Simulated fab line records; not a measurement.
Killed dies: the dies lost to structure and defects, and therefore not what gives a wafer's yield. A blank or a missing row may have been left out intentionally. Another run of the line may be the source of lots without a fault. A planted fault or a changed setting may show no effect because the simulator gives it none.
One fault seen from 2 desks | flow sky130 | what lay behind the numbers comes last; until then each desk has only its own

== AT THE TOOL OWNER'S DESK: iline-stepper-02 ==
The tool's own readings at SKY_SONOS_TUNNEL_EXPOSE_04 (exposes mask TUNM, target cd 410 nm): means of the sampled wafers that have a number, for each lot that ran on this tool. A lot is out of limits, marked OUT, if its mean lies more than 4 standard deviations from the usual mean; the brackets give that distance.
Columns: A = exposure-dose-mJ-cm2 at SKY_SONOS_TUNNEL_EXPOSE_04, usual 135.93
lot  | first seen here | A
L553 | day 10 22:40    | 135.89
L557 | day 12 14:22    | 136.03
L561 | day 13 23:16    | 87.50 (-99 or more) OUT
L562 | day 14 03:35    | 87.55 (-99 or more) OUT
L565 | day 15 00:17    | 101.21 (-99 or more) OUT
L566 | day 15 05:49    | 101.28 (-99 or more) OUT
This desk finds L561, L562, L565, L566 out of limits, L561 being first, at day 13 23:16 (exposure-dose-mJ-cm2 at SKY_SONOS_TUNNEL_EXPOSE_04). L553, L557 stayed within limits.

== THE METROLOGY DESK ==
What the gauges read, lot by lot, whatever tool the lot ran on: means of the sampled wafers that have a number. A lot is out of limits, marked OUT, if its mean lies more than 4 standard deviations from the usual mean; the brackets give that distance.
Columns: A = VT_ADJUST_LVTN_TW at SKY_VT_ADJUST_LVTN_TW_MEAS_10, usual 243.9; B = cd-nm at SKY_VT_ADJUST_HVTR_CD_MEAS_07, usual 379.7 nm; C = cd-nm at SKY_SONOS_TUNNEL_CD_MEAS_07, usual 410.1 nm
lot  | first seen here | A     | B     | C
L552 | day 6 21:24     | 246.6 | 378.4 | 413.7
L553 | day 7 01:32     | 241.8 | 381.2 | 410.1
L554 | day 7 12:08     | 245.7 | 375.7 | 409.1
L556 | day 8 06:53     | 243.1 | 383.2 | 408.3
L557 | day 8 07:14     | 240.6 | 377.0 | 408.4
L561 | day 9 11:07     | 244.4 | 382.3 | 282.4 (-61) OUT
L562 | day 9 14:49     | 244.6 | 380.5 | 285.1 (-60) OUT
L565 | day 10 09:26    | 242.7 | 381.4 | 324.6 (-41) OUT
L566 | day 10 11:58    | 246.4 | 377.0 | 326.5 (-40) OUT
L568 | day 12 04:09    | 241.6 | 380.2 | 413.5
L572 | day 12 12:06    | 242.9 | 381.3 | 409.1
L574 | day 12 20:28    | 246.5 | 382.1 | 409.6
L575 | day 13 11:56    | 242.2 | 380.1 | 408.8
This desk finds L561, L562, L565, L566 out of limits, L561 being first, at day 14 11:53 (cd-nm at SKY_SONOS_TUNNEL_CD_MEAS_07). L552, L553, L554, L556, L557, L568, L572, L574, L575 stayed within limits.

== ALL TOGETHER ==
An alarm could have come from the tool owner's desk at day 13 23:16, on L561, L562, L565, L566.
At day 14 11:53 the metrology desk could have sounded an alarm, on L561, L562, L565, L566.
SKY_SONOS_TUNNEL_EXPOSE_04 was run on iline-stepper-02 by each of the lots named.

== WHAT THE SIMULATOR PUT IN ==
Process parameters drifting: iline-stepper-02 at SKY_SONOS_TUNNEL_EXPOSE_04, beginning at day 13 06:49. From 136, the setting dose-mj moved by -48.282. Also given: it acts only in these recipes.
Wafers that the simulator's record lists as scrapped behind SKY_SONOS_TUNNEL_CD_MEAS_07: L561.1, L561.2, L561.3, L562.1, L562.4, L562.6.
Struck lots among those shown: L561, L562, L565, L566.
Delay (hours) between the fault's onset and each desk's first out-of-limits reading: 16 at the tool owner's desk, 29 at the metrology desk.
